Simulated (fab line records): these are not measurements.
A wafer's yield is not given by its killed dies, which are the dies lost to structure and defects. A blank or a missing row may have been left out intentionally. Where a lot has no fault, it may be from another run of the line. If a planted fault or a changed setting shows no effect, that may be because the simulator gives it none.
Which tool did it? -- flow sfq line -- 7 lots, 20 wafers sampled, at 6 steps of a route of 325

== WHAT EACH GAUGE READ, for each wafer ==
SFQ_I6_OVL_MEAS_942.
lot,measured,on,I6_OVL (nm)
L752,day 67 19:38,overlay-01,-2 2 3
L754,day 72 21:09,overlay-02,2 8 1
L756,day 72 23:32,overlay-02,-6 0 0
L765,day 76 09:23,overlay-02,-3 -6
L769,day 76 23:47,overlay-01,2 1 6
L771,day 78 18:59,overlay-01,8 5 5
L773,day 79 04:56,overlay-02,-3 0 -4

== EACH LOT AND THE TOOL THAT RAN IT (in order: tool; ch and the chambers of the sampled wafers; start) ==
lot,SFQ_TRILAYER_I4_CMP_CMP_100,SFQ_TRILAYER_I4_METRO_MEASURE_101,SFQ_TRILAYER_I4_VIA_ETCH_VIA_ETCH_106,SFQ_TRILAYER_I4_VIA_STRIP_STRIP_107,SFQ_TRILAYER_M6_STRIP_STRIP_163
L752,"cmp-02 ch 1,2, day 49 06:37","film metro-04, day 49 09:14","rie diel-03 ch 0,1, day 49 12:45","rie metal-03 ch 0,1, day 49 12:52","rie metal-03 ch 0,1, day 65 03:15"
L754,"cmp-01 ch 1,2, day 49 10:07","film metro-04, day 49 13:38","rie diel-04 ch 0,2,3, day 49 16:46","rie metal-01 ch 1, day 49 17:17","rie metal-01 ch 0,1, day 68 21:46"
L756,"cmp-02 ch 0,1,2, day 51 13:09","film metro-04, day 51 16:16","rie diel-02 ch 0,1, day 51 21:11","rie metal-01 ch 0,1, day 51 21:18","rie metal-01 ch 0,1, day 69 02:22"
L765,"cmp-02 ch 2,3, day 54 15:01","film metro-04, day 54 17:20","rie diel-02 ch 0,1, day 58 23:04","rie metal-01 ch 1, day 58 23:23","rie metal-01 ch 1, day 72 09:35"
L769,"cmp-01 ch 0,2,3, day 57 17:55","film metro-03, day 57 19:32","rie diel-03 ch 1,3, day 61 01:09","rie metal-04 ch 0,1, day 61 01:16","rie metal-03 ch 0,1, day 72 17:47"
L771,"cmp-01 ch 0,2,3, day 58 20:12","film metro-01, day 58 23:19","rie diel-02 ch 0,1,3, day 62 17:57","rie metal-03 ch 1, day 62 18:04","rie metal-03 ch 0,1, day 74 16:45"
L773,"cmp-02 ch 0,2,3, day 59 02:23","film metro-01, day 59 05:43","rie diel-03 ch 2,3, day 63 03:33","rie metal-04 ch 0,1, day 63 03:40","rie metal-03 ch 0,1, day 75 11:51"
- SFQ_TRILAYER_I4_CMP_CMP_100: polishes SiO2.
- SFQ_TRILAYER_I4_METRO_MEASURE_101
- SFQ_TRILAYER_I4_VIA_ETCH_VIA_ETCH_106: etches SiO2 in CHF3, stops on Nb, target depth 260 nm.
- SFQ_TRILAYER_I4_VIA_STRIP_STRIP_107: strips in O2.
- SFQ_TRILAYER_M6_STRIP_STRIP_163: strips in O2.

== THE ANSWER, worked out from the rows above alone ==
Rule: the lots themselves supply what counts as usual. The widest of any qualifying gaps counts: lots, ordered by their means at a reading, are off when they make up no more than a third of the lots, leave a main group of 4 or more, and stand apart from it by 3 or more times the standard deviation of that group's means. A main group is skipped when, at the precision printed for the reading in the tables above, its means are all equal. A lot without any number at a reading at which 4 lots or more have one is off too. The other lots that the step has rows for count as sound.
None of the lots is off at any reading shown; this tells nothing.

== WHAT THE SIMULATOR PUT IN ==
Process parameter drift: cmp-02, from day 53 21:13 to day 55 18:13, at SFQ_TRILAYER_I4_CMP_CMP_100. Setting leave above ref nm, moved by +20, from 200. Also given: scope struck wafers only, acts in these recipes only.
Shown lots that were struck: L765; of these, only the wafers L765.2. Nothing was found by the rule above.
